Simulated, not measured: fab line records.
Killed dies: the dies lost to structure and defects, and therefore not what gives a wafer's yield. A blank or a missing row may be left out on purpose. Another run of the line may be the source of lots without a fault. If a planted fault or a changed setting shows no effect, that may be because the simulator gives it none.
Which tool is to blame? || flow sky130 || Sampling: 13 lots, 39 wafers, 4 of 708 route steps

WHAT EACH GAUGE READ, for each wafer
SKY_GATE_OXIDE_TW_MEAS_14. Usual: GATE_OXIDE_TW gives 222.7 (standard deviation 2).
{"lot": "L464", "measured": "day 14 18:11", "on": "film metro-04", "GATE_OXIDE_TW": "225.6 225.6 224.4", "flag": ""}
{"lot": "L467", "measured": "day 16 01:43", "on": "film metro-01", "GATE_OXIDE_TW": "226.4 224.8 224.9", "flag": ""}
{"lot": "L466", "measured": "day 16 02:04", "on": "film metro-04", "GATE_OXIDE_TW": "223.1 223.4 224.2", "flag": ""}
{"lot": "L469", "measured": "day 16 12:38", "on": "film metro-03", "GATE_OXIDE_TW": "220.7 220.5 221.4", "flag": ""}
{"lot": "L470", "measured": "day 16 17:47", "on": "film metro-03", "GATE_OXIDE_TW": "221.6 221.1 221.8", "flag": ""}
{"lot": "L472", "measured": "day 17 13:06", "on": "film metro-04", "GATE_OXIDE_TW": "224.2 224.4 224.5", "flag": ""}
{"lot": "L473", "measured": "day 17 21:13", "on": "film metro-04", "GATE_OXIDE_TW": "224.2 223.7 225.7", "flag": ""}
{"lot": "L475", "measured": "day 18 06:14", "on": "film metro-03", "GATE_OXIDE_TW": "221.7 220.8 222.1", "flag": ""}
{"lot": "L477", "measured": "day 18 22:05", "on": "film metro-04", "GATE_OXIDE_TW": "222.4 223.8 223.1", "flag": ""}
{"lot": "L482", "measured": "day 20 14:22", "on": "film metro-01", "GATE_OXIDE_TW": "225.8 224.9 225.5", "flag": ""}
{"lot": "L483", "measured": "day 21 03:07", "on": "film metro-03", "GATE_OXIDE_TW": "220.4 218.7 219.5", "flag": ""}
{"lot": "L484", "measured": "day 21 05:43", "on": "film metro-01", "GATE_OXIDE_TW": "224.6 224.1 224.9", "flag": ""}
{"lot": "L485", "measured": "day 21 10:40", "on": "film metro-03", "GATE_OXIDE_TW": "219.9 219.2 219.1", "flag": ""}

SKY_LDD_HVN_TW_MEAS_10. Usual: LDD_HVN_TW gives 1428 (standard deviation 13).
{"lot": "L464", "measured": "day 21 14:34", "on": "film metro-02", "LDD_HVN_TW": "1423 1421 1413", "flag": ""}
{"lot": "L467", "measured": "day 22 20:45", "on": "film metro-04", "LDD_HVN_TW": "1444 1439 1430", "flag": ""}
{"lot": "L466", "measured": "day 22 21:34", "on": "film metro-04", "LDD_HVN_TW": "1439 1442 1441", "flag": ""}
{"lot": "L469", "measured": "day 23 07:46", "on": "film metro-04", "LDD_HVN_TW": "1448 1439 1434", "flag": ""}
{"lot": "L470", "measured": "day 23 11:53", "on": "film metro-04", "LDD_HVN_TW": "1434 1431 1431", "flag": ""}
{"lot": "L472", "measured": "day 24 05:09", "on": "film metro-02", "LDD_HVN_TW": "1427 1425 1418", "flag": ""}
{"lot": "L473", "measured": "day 24 17:49", "on": "film metro-04", "LDD_HVN_TW": "1444 1437 1445", "flag": ""}
{"lot": "L475", "measured": "day 24 22:11", "on": "film metro-02", "LDD_HVN_TW": "1428 1423 1418", "flag": ""}
{"lot": "L477", "measured": "day 25 14:35", "on": "film metro-02", "LDD_HVN_TW": "1421 1424 1429", "flag": ""}
{"lot": "L482", "measured": "day 27 04:46", "on": "film metro-02", "LDD_HVN_TW": "1432 1449 1433", "flag": ""}
{"lot": "L483", "measured": "day 27 19:46", "on": "film metro-02", "LDD_HVN_TW": "1438 1430 1430", "flag": ""}
{"lot": "L484", "measured": "day 27 21:37", "on": "film metro-04", "LDD_HVN_TW": "1443 1438 1447", "flag": ""}
{"lot": "L485", "measured": "day 28 05:31", "on": "film metro-02", "LDD_HVN_TW": "1448 1430 1437", "flag": ""}

TOOL THAT RAN EACH LOT (tool first, then ch and the chambers of the sampled wafers, then the start)
{"lot": "L464", "SKY_GATE_OXIDE_STRIP_13": "plasma asher-01 ch 0,1, day 14 18:07", "SKY_LDD_N_IMPLANT_09": "implanter-03 ch 0, day 19 00:01"}
{"lot": "L467", "SKY_GATE_OXIDE_STRIP_13": "plasma asher-02 ch 0,1, day 16 01:37", "SKY_LDD_N_IMPLANT_09": "implanter-03 ch 0, day 20 06:28"}
{"lot": "L466", "SKY_GATE_OXIDE_STRIP_13": "plasma asher-04 ch 0,1, day 16 01:58", "SKY_LDD_N_IMPLANT_09": "implanter-04 ch 0, day 20 06:31"}
{"lot": "L469", "SKY_GATE_OXIDE_STRIP_13": "plasma asher-01 ch 0,1, day 16 12:31", "SKY_LDD_N_IMPLANT_09": "implanter-03 ch 0, day 20 17:05"}
{"lot": "L470", "SKY_GATE_OXIDE_STRIP_13": "plasma asher-01 ch 0,1, day 16 17:41", "SKY_LDD_N_IMPLANT_09": "implanter-03 ch 0, day 20 21:35"}
{"lot": "L472", "SKY_GATE_OXIDE_STRIP_13": "plasma asher-01 ch 0,1, day 17 13:00", "SKY_LDD_N_IMPLANT_09": "implanter-03 ch 0, day 21 16:04"}
{"lot": "L473", "SKY_GATE_OXIDE_STRIP_13": "plasma asher-01 ch 0,1, day 17 21:07", "SKY_LDD_N_IMPLANT_09": "implanter-03 ch 0, day 22 03:57"}
{"lot": "L475", "SKY_GATE_OXIDE_STRIP_13": "plasma asher-02 ch 0,1, day 18 06:08", "SKY_LDD_N_IMPLANT_09": "implanter-03 ch 0, day 22 09:14"}
{"lot": "L477", "SKY_GATE_OXIDE_STRIP_13": "plasma asher-01 ch 0,1, day 18 21:59", "SKY_LDD_N_IMPLANT_09": "implanter-03 ch 0, day 23 00:54"}
{"lot": "L482", "SKY_GATE_OXIDE_STRIP_13": "plasma asher-04 ch 0,1, day 20 14:16", "SKY_LDD_N_IMPLANT_09": "implanter-04 ch 0, day 24 16:37"}
{"lot": "L483", "SKY_GATE_OXIDE_STRIP_13": "plasma asher-04 ch 0,1, day 21 03:01", "SKY_LDD_N_IMPLANT_09": "implanter-01 ch 0, day 25 07:00"}
{"lot": "L484", "SKY_GATE_OXIDE_STRIP_13": "plasma asher-04 ch 0,1, day 21 05:37", "SKY_LDD_N_IMPLANT_09": "implanter-03 ch 0, day 25 08:48"}
{"lot": "L485", "SKY_GATE_OXIDE_STRIP_13": "plasma asher-04 ch 0,1, day 21 10:34", "SKY_LDD_N_IMPLANT_09": "implanter-03 ch 0, day 25 15:57"}
- SKY_GATE_OXIDE_STRIP_13: strips in O2/N2.
- SKY_LDD_N_IMPLANT_09

WHAT THE TOOLS THEMSELVES READ (means of the sampled wafers that have a number; where no wafer has one, the mark that the record gives instead)
SKY_GATE_OXIDE_STRIP_13. Usual: drypump motor current A 5.67 A, standard deviation 0.23; oes product au 0.716 a.u., standard deviation 0.0045; strip time to endpoint s 14.21 s, standard deviation 0.045.
{"lot": "L464", "tool": "plasma asher-01", "drypump motor current A (A)": 5.60, "oes product au (a.u.)": 0.716, "strip time to endpoint s (s)": 14.29, "flag": ""}
{"lot": "L467", "tool": "plasma asher-02", "drypump motor current A (A)": 5.84, "oes product au (a.u.)": 0.715, "strip time to endpoint s (s)": 14.23, "flag": ""}
{"lot": "L466", "tool": "plasma asher-04", "drypump motor current A (A)": 5.60, "oes product au (a.u.)": 0.716, "strip time to endpoint s (s)": 14.24, "flag": ""}
{"lot": "L469", "tool": "plasma asher-01", "drypump motor current A (A)": 5.67, "oes product au (a.u.)": 0.714, "strip time to endpoint s (s)": 14.17, "flag": ""}
{"lot": "L470", "tool": "plasma asher-01", "drypump motor current A (A)": 5.62, "oes product au (a.u.)": 0.715, "strip time to endpoint s (s)": 14.19, "flag": ""}
{"lot": "L472", "tool": "plasma asher-01", "drypump motor current A (A)": 5.59, "oes product au (a.u.)": 0.713, "strip time to endpoint s (s)": 14.24, "flag": ""}
{"lot": "L473", "tool": "plasma asher-01", "drypump motor current A (A)": 5.69, "oes product au (a.u.)": 0.716, "strip time to endpoint s (s)": 14.25, "flag": ""}
{"lot": "L475", "tool": "plasma asher-02", "drypump motor current A (A)": 5.82, "oes product au (a.u.)": 0.713, "strip time to endpoint s (s)": 14.26, "flag": ""}
{"lot": "L477", "tool": "plasma asher-01", "drypump motor current A (A)": 5.60, "oes product au (a.u.)": 0.718, "strip time to endpoint s (s)": 14.23, "flag": ""}
{"lot": "L482", "tool": "plasma asher-04", "drypump motor current A (A)": 5.75, "oes product au (a.u.)": 0.712, "strip time to endpoint s (s)": 14.17, "flag": ""}
{"lot": "L483", "tool": "plasma asher-04", "drypump motor current A (A)": 5.74, "oes product au (a.u.)": 0.718, "strip time to endpoint s (s)": 14.21, "flag": ""}
{"lot": "L484", "tool": "plasma asher-04", "drypump motor current A (A)": 5.75, "oes product au (a.u.)": 0.716, "strip time to endpoint s (s)": 14.25, "flag": ""}
{"lot": "L485", "tool": "plasma asher-04", "drypump motor current A (A)": 5.57, "oes product au (a.u.)": 0.714, "strip time to endpoint s (s)": 14.19, "flag": ""}

SKY_LDD_N_IMPLANT_09. Usual: beam energy keV 20.000, standard deviation 0.0056; beam on s 9.98 s, standard deviation 0.22; faraday current uA 424, standard deviation 9.1; rotation deg 113.00 degrees, standard deviation 0.027.
{"lot": "L464", "tool": "implanter-03", "beam energy keV": 20.001, "beam on s (s)": 10.06, "faraday current uA": 421, "rotation deg (degrees)": 113.02, "flag": ""}
{"lot": "L467", "tool": "implanter-03", "beam energy keV": 19.997, "beam on s (s)": 10.10, "faraday current uA": 417, "rotation deg (degrees)": 112.96, "flag": ""}
{"lot": "L466", "tool": "implanter-04", "beam energy keV": 20.000, "beam on s (s)": 9.94, "faraday current uA": 426, "rotation deg (degrees)": 113.03, "flag": ""}
{"lot": "L469", "tool": "implanter-03", "beam energy keV": 19.999, "beam on s (s)": 10.06, "faraday current uA": 421, "rotation deg (degrees)": 112.99, "flag": ""}
{"lot": "L470", "tool": "implanter-03", "beam energy keV": 19.993, "beam on s (s)": 9.79, "faraday current uA": 431, "rotation deg (degrees)": 113.05, "flag": ""}
{"lot": "L472", "tool": "implanter-03", "beam energy keV": 20.008, "beam on s (s)": 9.91, "faraday current uA": 426, "rotation deg (degrees)": 112.98, "flag": ""}
{"lot": "L473", "tool": "implanter-03", "beam energy keV": 17.887, "beam on s (s)": 11.38, "faraday current uA": 372, "rotation deg (degrees)": 113.01, "flag": "OFF"}
{"lot": "L475", "tool": "implanter-03", "beam energy keV": 17.895, "beam on s (s)": 11.21, "faraday current uA": 376, "rotation deg (degrees)": 113.01, "flag": "OFF"}
{"lot": "L477", "tool": "implanter-03", "beam energy keV": 17.898, "beam on s (s)": 11.20, "faraday current uA": 377, "rotation deg (degrees)": 112.99, "flag": "OFF"}
{"lot": "L482", "tool": "implanter-04", "beam energy keV": 20.002, "beam on s (s)": 9.97, "faraday current uA": 424, "rotation deg (degrees)": 112.97, "flag": ""}
{"lot": "L483", "tool": "implanter-01", "beam energy keV": 20.002, "beam on s (s)": 9.99, "faraday current uA": 423, "rotation deg (degrees)": 113.00, "flag": ""}
{"lot": "L484", "tool": "implanter-03", "beam energy keV": 20.000, "beam on s (s)": 10.12, "faraday current uA": 417, "rotation deg (degrees)": 112.97, "flag": ""}
{"lot": "L485", "tool": "implanter-03", "beam energy keV": 19.996, "beam on s (s)": 9.99, "faraday current uA": 423, "rotation deg (degrees)": 113.03, "flag": ""}

THE ANSWER, worked out from the rows above alone
Rule: a lot counts as off when the mean over its wafers that have a number is more than 3 standard deviations away from the usual mean. A lot without any number at a reading at which 4 lots or more have one is off too. Any other lot the step has rows for is counted as sound. First the gauges in route order, then the tools' own readings, where a lot's mean is used as printed above. The first step at which some lot is off is used, and at that step the reading that is off furthest; a lot without a number counts as furthest.
Off: L473, L475, L477, at SKY_LDD_N_IMPLANT_09 (beam energy keV).
A tool fits if, at that step or a process step before it, it ran every lot that is off, and no sound lot after the first of them. Of those tried, none fits.

WHAT THE SIMULATOR PUT IN
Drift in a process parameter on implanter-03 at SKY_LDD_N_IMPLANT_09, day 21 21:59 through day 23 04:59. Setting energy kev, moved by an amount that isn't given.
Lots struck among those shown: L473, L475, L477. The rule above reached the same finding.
